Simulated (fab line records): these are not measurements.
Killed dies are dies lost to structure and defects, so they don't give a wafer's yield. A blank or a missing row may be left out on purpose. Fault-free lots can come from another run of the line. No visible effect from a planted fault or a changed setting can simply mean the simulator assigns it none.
fab line records | flow sky130
[record] lots = 14 wafers = 42 last_day = 50
route steps=708 shown FIELD_ISO@3 VT_ADJUST_HVTP@89 SONOS_TUNNEL@166
lots with no fault: from the same line, run without faults
start_h: hours from the record's first day to the start of the lot's first wafer shown | wait_h: hours elapsed since this lot's preceding step | " the same as in the row above | L1.1+2: a single row standing in for several wafers | - no value, or no start was given | * or withheld: withheld | < > ~ a bound
route shown NAME@n: NAME is a module with steps in the file, n the number in the route of the first one | usual: the fault-free wafers' mean and standard deviation | same: alike in all rows | chamber/n: place in a boat | sites: each site's reading | _std_site: standard deviation across them | _edge_site: the outer-site mean with the inner-site mean subtracted | radius_mm: how far each site lies from the wafer's centre | mask NAME#n: copy n | behind: the last tool/chamber to shape the wafer | hold: reason for holding the lot/hours on hold/outcome of the hold | device: the transistor (n, p or np) that didn't switch | end of line: the tests these same wafers got at the end of their route | where a step has no rows: the recipe by itself | killed: the dies lost at the first sort to structure and to defects; this is not the yield of the wafer | map: a wafer's dies, x killed, . not, _ none there
set.NAME: the run value of the setting; set.NAME@STEP: its run value at that earlier step | model.NAME: the simulator's own value behind a step, which no gauge read
route steps across a sampled set of lots; one table per step, one row per wafer
services: when a tool's chamber went out of use (start_h, in hours from the record's first day, below 0 if earlier), for how many hours, and the reason
[[steps]]
[step SKY_FIELD_ISO_THK_MEAS_02]
[recipe] reads = SiO2_of_FIELD_ISO_OXIDATION_01
[usual] FIELD_ISO_OXIDATION_00_THK = 11.97/0.29
// columns lot.wafer tool chamber start_h wait_h FIELD_ISO_OXIDATION_00_THK[nm]
L261.1 film_metro-03 - 12.60 0.0 11.93
L261.4 " - " " 12.10
L261.6 " - " " 11.90
L262.1 film_metro-01 - 17.48 0.0 12.14
L262.4 " - " " 12.00
L262.5 " - " " 11.99
L263.1 film_metro-01 - 22.87 0.0 11.74
L263.2 " - " " 11.60
L263.5 " - " " 11.82
L264.2 film_metro-01 - 28.15 0.0 11.84
L264.3 " - " " 11.58
L264.5 " - " " 11.90
L265.1 film_metro-01 - 33.08 0.0 12.00
L265.2 " - " " 12.15
L265.5 " - " " 12.51
L267.1 film_metro-01 - 42.23 0.0 12.35
L267.2 " - " " 12.45
L267.4 " - " " 12.37
L269.2 film_metro-01 - 51.84 0.0 11.80
L269.3 " - " " 11.56
L269.6 " - " " 11.58
L270.2 film_metro-04 - 57.75 0.0 11.97
L270.3 " - " " 12.08
L270.6 " - " " 11.85
L275.1 film_metro-03 - 82.49 0.0 11.66
L275.2 " - " " 11.64
L275.6 " - " " 11.86
L277.1 film_metro-03 - 91.63 0.0 12.22
L277.2 " - " " 12.06
L277.5 " - " " 11.99
L278.2 film_metro-04 - 96.99 0.0 11.71
L278.3 " - " " 11.64
L278.6 " - " " 11.96
L279.2 film_metro-01 - 105.58 0.0 12.57
L279.4 " - " " 12.52
L279.6 " - " " 12.42
L281.1 film_metro-03 - 112.40 0.0 11.98
L281.2 " - " " 12.07
L281.5 " - " " 11.97
L282.1 film_metro-01 - 120.25 0.0 11.95
L282.2 " - " " 12.02
L282.4 " - " " 12.02
[step SKY_FIELD_ISO_CMP_27]
[recipe] stop_on = Si3N4 t_overpolish_s = 16 down_force_psi = 4 platen_rpm = 60 target_thk_nm = 457.8 pad_velocity_m_s = 0.94248
[usual] edge_zone_pressure_frac = 1.000/0.0048 motor_current_A = 11.8/0.85 overpolish_run_s = 16.001/0.0093 time_to_endpoint_s = 111/3.5
// columns lot.wafer tool chamber start_h wait_h edge_zone_pressure_frac motor_current_A overpolish_run_s time_to_endpoint_s
L261.1 cmp-01 3 33.92 0.1 0.998 12.5 16.005 109
L261.4 " 0 " " 1.003 13.5 15.998 112
L261.6 " 3 " " 1.003 12.3 15.996 108
L262.1 cmp-02 1 39.18 0.0 1.007 10.5 15.984 108
L262.4 " 0 " " 0.998 12.0 16.003 109
L262.5 " 1 " " 1.002 10.5 15.986 105
L263.2 cmp-01 3 43.73 0.0 0.998 11.9 16.009 106
L263.1 " 1 " " 0.989 11.5 16.022 106
L263.5 " 3 " " 1.007 11.8 16.009 106
L264.3 cmp-02 0 50.42 0.1 1.006 12.2 15.988 110
L264.2 " 1 " " 0.994 11.3 15.999 113
L264.5 " 3 " " 0.995 12.3 15.996 111
L265.1 cmp-01 3 56.23 0.0 1.000 11.9 16.011 104
L265.2 " 0 " " 1.000 12.9 15.985 109
L265.5 " 3 " " 0.996 12.3 16.005 104
L267.1 cmp-02 3 63.60 0.1 0.998 11.7 16.008 112
L267.4 " 0 " " 0.995 11.7 15.989 112
L267.2 " 1 " " 0.999 10.6 16.012 111
L269.2 cmp-01 3 75.46 0.1 0.998 12.5 15.991 109
L269.3 " 1 " " 0.994 11.0 16.000 111
L269.6 " 3 " " 0.995 12.1 16.000 107
L270.2 cmp-01 3 80.78 0.1 0.993 12.8 16.003 107
L270.3 " 0 " " 1.001 13.9 15.982 112
L270.6 " 2 " " 1.001 11.1 15.999 111
L275.2 cmp-02 3 116.12 0.0 0.984 12.4 16.016 109
L275.1 " 1 " " 0.999 10.6 15.999 111
L275.6 " 0 " " 0.995 12.1 16.028 111
L277.2 cmp-01 0 118.88 0.1 1.000 13.6 16.009 111
L277.1 " 1 " " 0.993 11.5 15.992 110
L277.5 " 2 " " 1.004 11.4 15.995 110
L278.3 cmp-01 1 134.55 0.1 1.002 11.4 15.995 109
L278.2 " 3 " " 1.005 12.0 16.003 107
L278.6 " 1 " " 1.003 11.0 16.009 107
L279.2 cmp-02 1 134.60 0.1 0.999 10.7 16.010 117
L279.4 " 2 " " 1.005 12.0 16.002 117
L279.6 " 3 " " 1.001 12.0 16.007 117
L281.2 cmp-02 2 143.79 0.0 1.002 12.0 16.007 112
L281.1 " 3 " " 1.004 12.3 16.015 116
L281.5 " 2 " " 1.004 11.8 16.001 118
L282.1 cmp-02 1 148.11 0.1 0.999 10.5 15.994 114
L282.4 " 2 " " 1.001 11.7 15.999 109
L282.2 " 3 " " 0.997 12.1 16.003 114
[step SKY_VT_ADJUST_HVTP_EXPOSE_04]
[recipe] mask_id = HVTPM na = 0.6 source_shape = conventional sigma_outer = 0.6 polarization = unpolarized target_cd_nm = 380 dose_mj = 140
[usual] exposure_dose_mJ_cm2 = 139.95/0.13
// columns lot.wafer tool chamber start_h wait_h mask exposure_dose_mJ_cm2
L261.1 iline_stepper-02 0 112.07 - HVTPM#0 140.27
L261.4 " 0 " " HVTPM#0 140.00
L261.6 " 0 " " HVTPM#0 140.09
L262.1 iline_stepper-01 0 118.04 - HVTPM#0 140.03
L262.4 " 0 " " HVTPM#0 139.82
L262.5 " 0 " " HVTPM#0 140.11
L263.1 iline_stepper-01 0 122.79 - HVTPM#0 139.89
L263.2 " 0 " " HVTPM#0 140.01
L263.5 " 0 " " HVTPM#0 139.76
L264.2 iline_stepper-01 0 129.91 - HVTPM#0 140.20
L264.3 " 0 " " HVTPM#0 139.95
L264.5 " 0 " " HVTPM#0 139.98
L265.1 iline_stepper-01 0 138.61 - HVTPM#0 139.90
L265.2 " 0 " " HVTPM#0 140.03
L265.5 " 0 " " HVTPM#0 140.17
L267.1 iline_stepper-01 0 145.78 - HVTPM#0 139.86
L267.2 " 0 " " HVTPM#0 139.94
L267.4 " 0 " " HVTPM#0 139.91
L269.2 iline_stepper-01 0 161.45 - HVTPM#0 139.92
L269.3 " 0 " " HVTPM#0 140.09
L269.6 " 0 " " HVTPM#0 140.15
L270.2 iline_stepper-01 0 167.87 - HVTPM#0 139.94
L270.3 " 0 " " HVTPM#0 139.88
L270.6 " 0 " " HVTPM#0 140.20
L275.1 iline_stepper-02 0 214.81 - HVTPM#0 139.84
L275.2 " 0 " " HVTPM#0 139.97
L275.6 " 0 " " HVTPM#0 139.93
L277.1 iline_stepper-02 0 215.55 - HVTPM#0 139.87
L277.2 " 0 " " HVTPM#0 139.93
L277.5 " 0 " " HVTPM#0 140.01
L279.2 iline_stepper-02 0 233.10 - HVTPM#0 139.87
L279.4 " 0 " " HVTPM#0 139.85
L279.6 " 0 " " HVTPM#0 139.96
L278.2 iline_stepper-02 0 233.71 - HVTPM#0 140.01
L278.3 " 0 " " HVTPM#0 139.99
L278.6 " 0 " " HVTPM#0 139.84
L281.1 iline_stepper-02 0 242.45 - HVTPM#0 140.02
L281.2 " 0 " " HVTPM#0 140.00
L281.5 " 0 " " HVTPM#0 140.18
L282.1 iline_stepper-02 0 247.65 - HVTPM#0 139.82
L282.2 " 0 " " HVTPM#0 139.94
L282.4 " 0 " " HVTPM#0 140.00
[step SKY_VT_ADJUST_HVTP_OVL_MEAS_08]
[usual] VT_ADJUST_HVTP_OVL = 0.6/1.3
// columns lot.wafer tool chamber start_h wait_h hold VT_ADJUST_HVTP_OVL[nm]
L261.1 overlay-01 - 119.71 0.1 - 0.2
L261.4 " - " " - 0.2
L261.6 " - " " - -0.4
L262.1 overlay-02 - 126.26 0.1 - 1.2
L262.4 " - " " - -0.7
L262.5 " - " " - 1.8
L263.1 overlay-02 - 131.86 0.1 - 0.9
L263.2 " - " " - -0.1
L263.5 " - " " - 0.4
L264.2 overlay-02 - 139.63 0.1 - -0.1
L264.3 " - " " - -0.2
L264.5 " - " " - 0.0
L265.1 overlay-02 - 148.06 0.1 await_dispo/0.2h/release -135.4
L265.2 " - " " await_dispo/0.2h/release -134.3
L265.5 " - " " await_dispo/0.2h/release -134.5
L265.1 overlay-02 - 148.26 0.2 - -137.1
L265.2 " - " " - -135.5
L265.5 " - " " - -135.2
L267.1 overlay-02 - 155.66 0.1 await_dispo/0.2h/release -130.8
L267.2 " - " " await_dispo/0.2h/release -132.7
L267.4 " - " " await_dispo/0.2h/release -134.6
L267.1 overlay-02 - 155.86 0.2 - -132.5
L267.2 " - " " - -133.8
L267.4 " - " " - -135.7
L269.2 overlay-01 - 171.28 0.1 await_dispo/0.2h/release -132.0
L269.3 " - " " await_dispo/0.2h/release -131.7
L269.6 " - " " await_dispo/0.2h/release -132.2
L269.2 overlay-01 - 171.48 0.2 - -132.5
L269.3 " - " " - -132.1
L269.6 " - " " - -133.2
L270.2 overlay-01 - 177.96 0.1 await_dispo/0.2h/release -132.7
L270.3 " - " " await_dispo/0.2h/release -132.1
L270.6 " - " " await_dispo/0.2h/release -135.3
L270.2 overlay-01 - 178.17 0.2 - -133.4
L270.3 " - " " - -132.4
L270.6 " - " " - -135.9
L275.1 overlay-01 - 224.90 0.1 - 1.1
L275.2 " - " " - 0.6
L275.6 " - " " - 1.3
L277.1 overlay-02 - 225.17 0.1 - -1.1
L277.2 " - " " - 1.2
L277.5 " - " " - -0.8
L279.2 overlay-01 - 244.13 0.1 - 0.3
L279.4 " - " " - 0.0
L279.6 " - " " - 0.8
L278.2 overlay-01 - 244.73 0.1 - -0.6
L278.3 " - " " - 0.4
L278.6 " - " " - -0.7
L281.1 overlay-01 - 254.20 0.1 - 0.4
L281.2 " - " " - -1.7
L281.5 " - " " - -0.3
L282.1 overlay-01 - 259.61 0.1 - 1.4
L282.2 " - " " - 0.1
L282.4 " - " " - -1.7
[step SKY_SONOS_TUNNEL_TW_MEAS_12]
[usual] SONOS_TUNNEL_TW = 197.2/1.4
// columns lot.wafer tool chamber start_h wait_h SONOS_TUNNEL_TW
L261.1 film_metro-02 - 246.23 0.0 195.8
L261.4 " - " " 196.1
L261.6 " - " " 195.7
L262.1 film_metro-01 - 254.96 0.0 197.9
L262.4 " - " " 197.4
L262.5 " - " " 198.5
L263.1 film_metro-03 - 263.35 0.0 198.1
L263.2 " - " " 197.8
L263.5 " - " " 198.6
L264.2 film_metro-01 - 272.77 0.0 194.7
L264.3 " - " " 194.7
L264.5 " - " " 194.0
L275.1 film_metro-02 - 379.76 0.0 197.9
L275.2 " - " " 197.8
L275.6 " - " " 198.5
L277.1 film_metro-02 - 381.87 0.0 199.0
L277.2 " - " " 199.0
L277.5 " - " " 197.8
L279.2 film_metro-02 - 404.44 0.0 198.5
L279.4 " - " " 198.9
L279.6 " - " " 197.5
L278.2 film_metro-01 - 404.75 0.0 196.4
L278.3 " - " " 196.7
L278.6 " - " " 195.8
L281.1 film_metro-01 - 415.92 0.0 196.4
L281.2 " - " " 198.3
L281.5 " - " " 196.6
L282.1 film_metro-01 - 423.94 0.0 196.7
L282.2 " - " " 197.3
L282.4 " - " " 197.1
[[services]]
// columns tool chamber start_h hours kind
cmp-01 - 19.76 0.3 repair
cmp-02 - 40.59 4.9 pm
cmp-01 - 64.00 4.0 pm
cmp-02 - 67.50 1.8 repair
cmp-01 - 68.00 - consumable_replace:conditioner
cmp-01 - 68.00 - consumable_replace:pad
cmp-02 - 80.51 1.7 repair
iline_stepper-02 - 85.07 1.7 pm
cmp-02 - 87.80 3.8 repair
iline_stepper-01 - 101.93 1.7 pm
cmp-01 - 103.34 2.5 repair
iline_stepper-01 0 117.05 - calibration
iline_stepper-02 - 135.20 4.4 pm
iline_stepper-02 0 136.41 - calibration
cmp-02 - 157.50 4.4 pm
cmp-02 - 193.54 0.3 repair
cmp-02 - 208.77 1.4 repair
cmp-01 - 218.47 8.8 pm
cmp-02 - 232.14 4.0 pm
cmp-02 - 236.14 - consumable_replace:conditioner
cmp-02 - 236.14 - consumable_replace:pad
[[key]]
[first_sign] step = SKY_VT_ADJUST_HVTP_OVL_MEAS_08 reading = visit direction = added
[effect] step = SKY_VT_ADJUST_HVTP_OVL_MEAS_08 reading = VT_ADJUST_HVTP_OVL direction = down sigmas = 99+ usual = 0.6 struck = -133.2
met_at SKY_VT_ADJUST_HVTP_EXPOSE_04
struck_lots L265,L267,L269,L270
scrapped_behind SKY_VT_ADJUST_HVTP_OVL_MEAS_08 L265.1,L265.2,L265.5,L267.1,L267.2,L267.4,L269.2,L269.3,L269.6,L270.2,L270.3,L270.6
not_acting_at SKY_FIELD_ISO_THK_MEAS_02,SKY_FIELD_ISO_CMP_27,SKY_SONOS_TUNNEL_TW_MEAS_12
onset_between 129.91 138.61
[fault] kind = scanner_matching_overlay tool = iline_stepper-01 chamber = - onset_h = 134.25 steps = SKY_VT_ADJUST_HVTP_EXPOSE_04 offset = -134.38
